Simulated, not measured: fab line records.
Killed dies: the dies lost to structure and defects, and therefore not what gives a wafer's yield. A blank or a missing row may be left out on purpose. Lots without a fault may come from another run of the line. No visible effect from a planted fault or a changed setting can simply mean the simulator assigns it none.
fab line records ; flow sfq_line
record lots=14; wafers=42; last_day=83
route steps=325 shown R5@213 I5@228 C5@248
lots with no fault: from the same line, run without faults
start_h: start of the lot's first displayed wafer, in hours after the record's first day ; wait_h: how many hours have passed since the lot's step before this one ; " identical to the entry in the row above ; L1.1+2: several wafers, shown together as one row ; - either no value or no given start ; * or withheld: withheld ; < > ~ a bound
route shown NAME@n: NAME is a module with steps in the file, n the number in the route of the first one ; usual: average and standard deviation across the fault-free wafers ; same: alike in all rows ; chamber/n: place in a boat ; sites: each site's reading ; _std_site: their standard deviation ; _edge_site: inner sites' mean taken away from outer sites' mean ; radius_mm: how far each site lies from the wafer's centre ; mask NAME#n: copy n ; behind: tool/chamber where the wafer was last shaped ; hold: what put the lot on hold/how long, in hours/how the hold closed ; device: transistor that didn't switch, given as n, p or np ; end of line: at the end of the route, the tests of the same wafers ; a step given without rows: its recipe and nothing more ; killed: count of dies lost to structure and defects at first sort (not the wafer's yield) ; map: dies across one wafer; x = killed, . = not, _ = none there
set.NAME: setting as actually run; set.NAME@STEP: the setting as run at that earlier step ; model.NAME: the simulator's own value behind a step, which no gauge read
route steps across a sampled set of lots; one table per step, one row per wafer
services: the hour from which a tool's chamber was out of use, counted from the record's first day as start_h (under 0 if before that day), plus the number of hours and why
## steps
# step SFQ_TRILAYER_R5_DEP_SPUTTER_133
# recipe material=MoNx; base_pressure_pa=1.33e-06; target_thk_nm=40; power_w=1000; time_s=66.7; chamber_pressure_pa=0.4
# usual throttle_valve_pct=29.7/1.2
lot.wafer;tool;chamber;start_h;wait_h;throttle_valve_pct
L824.1;pvd_sputter-04;-;1183.19;0.0;29.3
L824.4;pvd_sputter-04;-;1183.19;0.0;31.9
L824.6;pvd_sputter-04;-;1183.19;0.0;30.5
L825.1;pvd_sputter-04;-;1186.19;0.0;29.0
L825.2;pvd_sputter-04;-;1186.19;0.0;31.7
L825.4;pvd_sputter-04;-;1186.19;0.0;30.5
L826.1;pvd_sputter-06;-;1189.19;0.0;27.9
L826.3;pvd_sputter-06;-;1189.19;0.0;30.9
L826.4;pvd_sputter-06;-;1189.19;0.0;28.5
L827.3;pvd_sputter-04;-;1190.05;0.0;31.4
L827.4;pvd_sputter-04;-;1190.05;0.0;30.5
L827.5;pvd_sputter-04;-;1190.05;0.0;31.7
L828.4;pvd_sputter-06;-;1311.94;0.0;28.5
L828.5;pvd_sputter-06;-;1311.94;0.0;30.9
L828.6;pvd_sputter-06;-;1311.94;0.0;28.0
L831.1;pvd_sputter-06;-;1327.37;0.0;30.7
L831.3;pvd_sputter-06;-;1327.37;0.0;28.4
L831.5;pvd_sputter-06;-;1327.37;0.0;30.9
L832.2;pvd_sputter-03;-;1345.01;0.0;30.3
L832.3;pvd_sputter-03;-;1345.01;0.0;31.6
L832.6;pvd_sputter-03;-;1345.01;0.0;30.7
L837.2;pvd_sputter-03;-;1511.64;0.0;31.4
L837.3;pvd_sputter-03;-;1511.64;0.0;30.9
L837.4;pvd_sputter-03;-;1511.64;0.0;29.1
L839.1;pvd_sputter-06;-;1539.11;0.0;28.8
L839.4;pvd_sputter-06;-;1539.11;0.0;27.8
L839.6;pvd_sputter-06;-;1539.11;0.0;28.9
L843.2;pvd_sputter-03;-;1554.11;0.0;30.9
L843.3;pvd_sputter-03;-;1554.11;0.0;31.5
L843.5;pvd_sputter-03;-;1554.11;0.0;31.7
L844.1;pvd_sputter-03;-;1569.34;0.0;29.3
L844.2;pvd_sputter-03;-;1569.34;0.0;31.6
L844.4;pvd_sputter-03;-;1569.34;0.0;30.6
L845.2;pvd_sputter-03;-;1575.34;0.0;31.6
L845.3;pvd_sputter-03;-;1575.34;0.0;30.4
L845.6;pvd_sputter-03;-;1575.34;0.0;30.8
L846.1;pvd_sputter-03;-;1584.11;0.0;30.7
L846.3;pvd_sputter-03;-;1584.11;0.0;31.4
L846.5;pvd_sputter-03;-;1584.11;0.0;31.4
L847.1;pvd_sputter-04;-;1587.34;0.0;30.7
L847.3;pvd_sputter-04;-;1587.34;0.0;29.2
L847.4;pvd_sputter-04;-;1587.34;0.0;31.3
# step SFQ_TRILAYER_A5C_DEP_PECVD_142
# recipe material=SiO2; temp_c=150; time_s=15.556; pressure_torr=2.4; rf_w=183.3; precursor=SiH4/N2O; target_thk_nm=70
# usual heater_power_w=86/14; throttle_valve_pct=25.4/0.94
lot.wafer;tool;chamber;start_h;wait_h;heater_power_w;throttle_valve_pct
L824.1;pecvd-02;1;1307.22;0.0;92;25.7
L824.4;pecvd-02;0;1307.22;0.0;80;24.4
L824.6;pecvd-02;2;1307.22;0.0;80;25.5
L825.1;pecvd-02;0;1311.98;0.0;89;24.2
L825.2;pecvd-02;1;1311.98;0.0;89;25.7
L825.4;pecvd-02;0;1311.98;0.0;86;24.5
L826.1;pecvd-04;2;1315.60;0.0;97;23.2
L826.3;pecvd-04;1;1315.60;0.0;111;23.8
L826.4;pecvd-04;2;1315.60;0.0;95;23.3
L827.3;pecvd-01;2;1317.98;0.0;78;25.5
L827.4;pecvd-01;0;1317.98;0.0;86;26.0
L827.5;pecvd-01;1;1317.98;0.0;97;26.9
L828.4;pecvd-02;2;1325.43;0.0;87;25.4
L828.5;pecvd-02;1;1325.43;0.0;87;25.8
L828.6;pecvd-02;0;1325.43;0.0;74;24.4
L831.1;pecvd-02;1;1330.82;0.0;76;25.6
L831.3;pecvd-02;2;1330.82;0.0;88;25.6
L831.5;pecvd-02;1;1330.82;0.0;81;25.7
L832.2;pecvd-02;2;1348.56;0.0;86;25.5
L832.3;pecvd-02;1;1348.56;0.0;90;25.8
L832.6;pecvd-02;0;1348.56;0.0;89;24.5
L837.2;pecvd-01;0;1531.01;0.0;91;25.8
L837.3;pecvd-01;1;1531.01;0.0;80;26.5
L837.4;pecvd-01;0;1531.01;0.0;90;25.6
L839.1;pecvd-01;1;1543.14;0.0;94;26.5
L839.4;pecvd-01;2;1543.14;0.0;82;25.5
L839.6;pecvd-01;1;1543.14;0.0;95;26.2
L843.2;pecvd-02;0;1560.55;0.0;78;25.1
L843.3;pecvd-02;1;1560.55;0.0;81;26.5
L843.5;pecvd-02;0;1560.55;0.0;79;25.1
L844.1;pecvd-01;0;1572.77;0.0;85;25.8
L844.2;pecvd-01;2;1572.77;0.0;71;25.5
L844.4;pecvd-01;1;1572.77;0.0;84;26.4
L845.2;pecvd-01;2;1593.78;0.0;75;25.7
L845.3;pecvd-01;1;1593.78;0.0;91;26.2
L845.6;pecvd-01;0;1593.78;0.0;85;25.7
L846.1;pecvd-02;2;1609.38;0.0;87;26.6
L846.3;pecvd-02;1;1609.38;0.0;91;26.4
L846.5;pecvd-02;0;1609.38;0.0;88;25.1
L847.1;pecvd-01;2;1614.18;0.0;82;25.9
L847.3;pecvd-01;1;1614.18;0.0;78;26.5
L847.4;pecvd-01;0;1614.18;0.0;85;26.2
# step SFQ_I5_OVL_MEAS_936
# usual I5_OVL=2/5.9
lot.wafer;tool;chamber;start_h;wait_h;I5_OVL[nm]
L824.1;overlay-02;-;1411.52;0.1;4
L824.4;overlay-02;-;1411.52;0.1;7
L824.6;overlay-02;-;1411.52;0.1;0
L825.1;overlay-02;-;1416.32;0.1;2
L825.2;overlay-02;-;1416.32;0.1;0
L825.4;overlay-02;-;1416.32;0.1;-3
L826.1;overlay-02;-;1422.32;0.1;-8
L826.3;overlay-02;-;1422.32;0.1;-13
L826.4;overlay-02;-;1422.32;0.1;-4
L827.3;overlay-01;-;1427.09;0.1;3
L827.4;overlay-01;-;1427.09;0.1;-2
L827.5;overlay-01;-;1427.09;0.1;1
L828.4;overlay-01;-;1430.69;0.1;3
L828.5;overlay-01;-;1430.69;0.1;6
L828.6;overlay-01;-;1430.69;0.1;5
L831.1;overlay-02;-;1441.47;0.1;1
L831.3;overlay-02;-;1441.47;0.1;5
L831.5;overlay-02;-;1441.47;0.1;5
L832.2;overlay-01;-;1494.67;0.1;9
L832.3;overlay-01;-;1494.67;0.1;10
L832.6;overlay-01;-;1494.67;0.1;2
L837.2;overlay-01;-;1627.81;0.1;-3
L837.3;overlay-01;-;1627.81;0.1;1
L837.4;overlay-01;-;1627.81;0.1;0
L839.1;overlay-02;-;1637.41;0.1;1
L839.4;overlay-02;-;1637.41;0.1;-2
L839.6;overlay-02;-;1637.41;0.1;-3
L843.2;overlay-02;-;1656.61;0.1;-3
L843.3;overlay-02;-;1656.61;0.1;0
L843.5;overlay-02;-;1656.61;0.1;-3
L844.1;overlay-02;-;1666.06;0.1;10
L844.2;overlay-02;-;1666.06;0.1;11
L844.4;overlay-02;-;1666.06;0.1;10
L845.2;overlay-02;-;1673.26;0.1;1
L845.3;overlay-02;-;1673.26;0.1;3
L845.6;overlay-02;-;1673.26;0.1;6
L846.1;overlay-01;-;1687.66;0.1;-5
L846.3;overlay-01;-;1687.66;0.1;-1
L846.5;overlay-01;-;1687.66;0.1;0
L847.1;overlay-01;-;1688.98;0.1;-4
L847.3;overlay-01;-;1688.98;0.1;-2
L847.4;overlay-01;-;1688.98;0.1;1
# step SFQ_TRILAYER_I5_STRIP_STRIP_148
# recipe gas=O2; power_w=200; platen_temp_c=40; overash_fraction=0.65; chemistry=O2; pressure_mtorr=50
# usual drypump_motor_current_A=5.6/0.53; oes_product_au=0.994/0.0089
lot.wafer;tool;chamber;start_h;wait_h;drypump_motor_current_A;oes_product_au;rf_hours_counter_h
L824.1;rie_metal-02;1;1411.74;-;6.0;0.991;125
L824.4;rie_metal-02;1;1411.74;-;6.0;0.993;-
L824.6;rie_metal-02;0;1411.74;-;4.8;1.009;-
L825.1;rie_metal-01;1;1416.54;-;6.1;0.988;8
L825.2;rie_metal-01;0;1416.54;-;5.9;1.001;121
L825.4;rie_metal-01;1;1416.54;-;6.1;0.978;-
L826.1;rie_metal-02;1;1422.54;-;6.0;0.988;126
L826.3;rie_metal-02;1;1422.54;-;6.0;0.996;-
L826.4;rie_metal-02;0;1422.54;-;4.9;1.002;-
L827.3;rie_metal-01;1;1427.50;-;6.1;0.992;-
L827.4;rie_metal-01;0;1427.50;-;5.9;1.011;-
L827.5;rie_metal-01;1;1427.50;-;6.0;0.994;-
L828.4;rie_metal-01;1;1431.10;-;6.1;0.984;-
L828.5;rie_metal-01;1;1431.10;-;6.1;0.982;-
L828.6;rie_metal-01;0;1431.10;-;5.9;0.990;-
L831.1;rie_metal-02;0;1441.70;-;4.8;1.010;27
L831.3;rie_metal-02;0;1441.70;-;4.8;1.000;-
L831.5;rie_metal-02;0;1441.70;-;4.8;1.006;-
L832.2;rie_metal-04;1;1495.09;-;5.0;0.990;-
L832.3;rie_metal-04;1;1495.09;-;5.0;0.990;-
L832.6;rie_metal-04;1;1495.09;-;5.0;0.994;-
L837.2;rie_metal-02;0;1628.03;-;4.9;1.008;59
L837.3;rie_metal-02;1;1628.03;-;6.0;0.993;-
L837.4;rie_metal-02;0;1628.03;-;4.8;0.999;-
L839.1;rie_metal-04;1;1637.63;-;5.0;0.987;142
L839.4;rie_metal-04;1;1637.63;-;5.0;0.997;-
L839.6;rie_metal-04;1;1637.63;-;5.0;0.991;-
L843.2;rie_metal-01;1;1656.83;-;6.1;0.975;46
L843.3;rie_metal-01;1;1656.83;-;6.1;0.980;-
L843.5;rie_metal-01;1;1656.83;-;6.1;0.980;-
L844.1;rie_metal-04;1;1666.28;-;5.1;0.990;145
L844.2;rie_metal-04;1;1666.28;-;5.0;0.984;-
L844.4;rie_metal-04;1;1666.28;-;5.0;0.970;-
L845.2;rie_metal-04;0;1673.48;-;6.2;1.001;25
L845.3;rie_metal-04;0;1673.48;-;6.2;0.997;-
L845.6;rie_metal-04;0;1673.48;-;6.2;1.000;-
L846.1;rie_metal-01;0;1687.88;-;5.9;0.998;22
L846.3;rie_metal-01;0;1687.88;-;5.8;0.997;-
L846.5;rie_metal-01;1;1687.88;-;6.0;1.008;-
L847.1;rie_metal-04;0;1689.21;-;6.2;0.987;27
L847.3;rie_metal-04;0;1689.21;-;6.2;1.003;-
L847.4;rie_metal-04;1;1689.21;-;5.0;0.990;-
# step SFQ_TRILAYER_C5_ETCH_VIA_ETCH_154
# recipe target=SiO2; mask_material=PR; chemistry=CHF3; target_depth_nm=84; source_w=500; bias_w=80; pressure_mtorr=30; time_s=withheld; stop_on=Nb
# usual drypump_motor_current_A=5.6/0.46; oes_product_au=0.895/0.0082
lot.wafer;tool;chamber;start_h;wait_h;drypump_motor_current_A;oes_product_au
L824.1;rie_diel-02;1;1431.46;0.0;5.7;0.874
L824.4;rie_diel-02;0;1431.46;0.0;4.8;0.905
L824.6;rie_diel-02;2;1431.46;0.0;5.2;0.892
L825.1;rie_diel-02;0;1437.46;0.0;4.8;0.891
L825.2;rie_diel-02;2;1437.46;0.0;5.2;0.884
L825.4;rie_diel-02;3;1437.46;0.0;6.2;0.903
L826.1;rie_diel-01;3;1441.06;0.0;6.3;0.898
L826.3;rie_diel-01;0;1441.06;0.0;5.4;0.886
L826.4;rie_diel-01;1;1441.06;0.0;5.4;0.903
L827.3;rie_diel-01;0;1447.06;0.0;5.4;0.888
L827.4;rie_diel-01;1;1447.06;0.0;5.4;0.897
L827.5;rie_diel-01;1;1447.06;0.0;5.4;0.907
L828.4;rie_diel-02;0;1449.46;0.0;4.8;0.916
L828.5;rie_diel-02;0;1449.46;0.0;4.8;0.896
L828.6;rie_diel-02;3;1449.46;0.0;6.1;0.884
L831.1;rie_diel-02;0;1457.86;0.0;4.8;0.882
L831.3;rie_diel-02;2;1457.86;0.0;5.3;0.757
L831.5;rie_diel-02;1;1457.86;0.0;5.7;0.768
L832.2;rie_diel-04;0;1517.01;0.0;5.4;0.760
L832.3;rie_diel-04;1;1517.01;0.0;6.2;0.759
L832.6;rie_diel-04;3;1517.01;0.0;5.6;0.894
L837.2;rie_diel-04;2;1695.18;0.0;6.2;0.879
L837.3;rie_diel-04;0;1695.18;0.0;5.4;0.878
L837.4;rie_diel-04;1;1695.18;0.0;6.3;0.897
L839.1;rie_diel-02;0;1744.38;0.0;4.8;0.900
L839.4;rie_diel-02;2;1744.38;0.0;5.2;0.901
L839.6;rie_diel-02;2;1744.38;0.0;5.2;0.891
L843.2;rie_diel-02;0;1764.78;0.0;4.8;0.889
L843.3;rie_diel-02;3;1764.78;0.0;6.2;0.894
L843.5;rie_diel-02;3;1764.78;0.0;6.1;0.902
L844.1;rie_diel-01;0;1772.26;0.0;5.5;0.879
L844.2;rie_diel-01;1;1772.26;0.0;5.4;0.880
L844.4;rie_diel-01;2;1772.26;0.0;5.3;0.896
L845.2;rie_diel-04;3;1782.78;0.0;5.6;0.901
L845.3;rie_diel-04;0;1782.78;0.0;5.5;0.896
L845.6;rie_diel-04;3;1782.78;0.0;5.6;0.900
L846.1;rie_diel-04;3;1797.18;0.0;5.6;0.899
L846.3;rie_diel-04;0;1797.18;0.0;5.4;0.888
L846.5;rie_diel-04;3;1797.18;0.0;5.6;0.907
L847.1;rie_diel-01;3;1799.58;0.0;6.2;0.890
L847.3;rie_diel-01;0;1799.58;0.0;5.4;0.901
L847.4;rie_diel-01;1;1799.58;0.0;5.4;0.899
## services
tool;chamber;start_h;hours;kind
pecvd-01;-;1165.77;1.3;repair
pecvd-01;-;1184.47;0.5;repair
rie_diel-02;3;1188.11;5.9;repair
rie_diel-02;-;1202.74;28.1;pm
pecvd-02;-;1238.52;8.5;repair
rie_diel-02;3;1241.09;19.1;repair
pecvd-01;-;1243.34;1.1;repair
pecvd-02;0;1255.79;5.6;repair
pecvd-01;1;1267.91;21.2;repair
pecvd-01;1;1290.64;4.5;repair
rie_diel-02;1;1316.15;15.6;repair
pvd_sputter-03;-;1323.92;2.0;repair
pvd_sputter-03;-;1347.33;5.1;repair
pvd_sputter-03;-;1379.62;3.0;repair
rie_diel-02;2;1408.02;4.5;repair
pecvd-01;0;1454.47;14.7;repair
pecvd-01;-;1563.49;1.4;repair
pecvd-02;-;1565.21;5.5;pm
pecvd-02;-;1614.72;14.6;pm
pecvd-02;-;1691.25;2.8;pm
pecvd-02;-;1710.08;5.6;repair
pecvd-02;0;1755.67;15.6;repair
pecvd-02;-;1759.14;0.5;repair
pecvd-02;2;1761.30;10.5;repair
## key
first_sign step=SFQ_TRILAYER_C5_ETCH_VIA_ETCH_154; reading=oes_product_au; direction=down; sigmas=16; usual=0.895; struck=0.761
effect none on later readings
met_at SFQ_TRILAYER_A5C_DEP_PECVD_142
struck_lots L831,L832
struck_wafers L831.3,L831.5,L832.2,L832.3
not_acting_at SFQ_TRILAYER_R5_DEP_SPUTTER_133,SFQ_I5_OVL_MEAS_936,SFQ_TRILAYER_I5_STRIP_STRIP_148
onset_between 1325.43 1330.82
fault kind=process_parameter_drift; tool=pecvd-02; chamber=-; onset_h=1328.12; steps=SFQ_TRILAYER_A5C_DEP_PECVD_142; channel=target_thk_nm; offset=-17.157; shape=step; end_h=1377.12; scope=struck_wafers_only; acts_in=these_recipes_only; stated=70
